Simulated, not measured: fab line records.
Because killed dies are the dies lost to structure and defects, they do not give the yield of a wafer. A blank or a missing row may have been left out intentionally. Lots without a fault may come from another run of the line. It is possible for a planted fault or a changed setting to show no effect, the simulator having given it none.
Chamber matching || flow sfq_line || SFQ_TRILAYER_I4_CMP_CMP_100 on cmp-01 has 4 sister chambers
The step polishes SiO2. 4 wafers are shown with their chamber, then 8 later ones without.

== WAFERS, EACH WITH ITS CHAMBER ==
{"wafer": "L377.3", "chamber": 3, "time_to_endpoint_s (s)": 221}
{"wafer": "L385.3", "chamber": 2, "time_to_endpoint_s (s)": 200}
{"wafer": "L385.2", "chamber": 1, "time_to_endpoint_s (s)": 217}
{"wafer": "L386.1", "chamber": 0, "time_to_endpoint_s (s)": 212}

== WAFERS MISSING THEIR CHAMBER ==
{"wafer": "L386.4", "time_to_endpoint_s (s)": 220}
{"wafer": "L386.5", "time_to_endpoint_s (s)": 208}
{"wafer": "L393.1", "time_to_endpoint_s (s)": 202}
{"wafer": "L393.3", "time_to_endpoint_s (s)": 204}
{"wafer": "L393.4", "time_to_endpoint_s (s)": 227}
{"wafer": "L397.2", "time_to_endpoint_s (s)": 207}
{"wafer": "L397.4", "time_to_endpoint_s (s)": 218}
{"wafer": "L397.5", "time_to_endpoint_s (s)": 222}

== EACH ONE'S CHAMBER ==
{"wafer": "L386.4", "from the rows above": "can't be placed: 3 or 1 or 0", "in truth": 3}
{"wafer": "L386.5", "from the rows above": "can't be placed: 0 or 2 or 1", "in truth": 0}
{"wafer": "L393.1", "from the rows above": 2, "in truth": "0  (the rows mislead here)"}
{"wafer": "L393.3", "from the rows above": "can't be placed: 2 or 0", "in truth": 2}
{"wafer": "L393.4", "from the rows above": "can't be placed: 3 or 1", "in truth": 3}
{"wafer": "L397.2", "from the rows above": "can't be placed: 0 or 2 or 1", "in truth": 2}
{"wafer": "L397.4", "from the rows above": "can't be placed: 1 or 3 or 0", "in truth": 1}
{"wafer": "L397.5", "from the rows above": "can't be placed: 3 or 1", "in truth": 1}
Correctly placed: 0 of 8. Can't be placed from these rows: 7 (the true chamber is among the candidates in 7). Number placed wrongly: 1.
How it was worked out, from the rows above alone: a wafer's distance from a chamber is the root of the sum, over the readings, of the square of ((its reading less the chamber's mean) divided by the reading's scatter). The wafer belongs to the nearest chamber; if the next one is less than 2 further off, it can't be placed. A chamber's mean is the mean of its shown wafers. The scatter: with one shown wafer a chamber, the root of the mean of the squares of how far each hidden wafer lies from its nearest shown one.
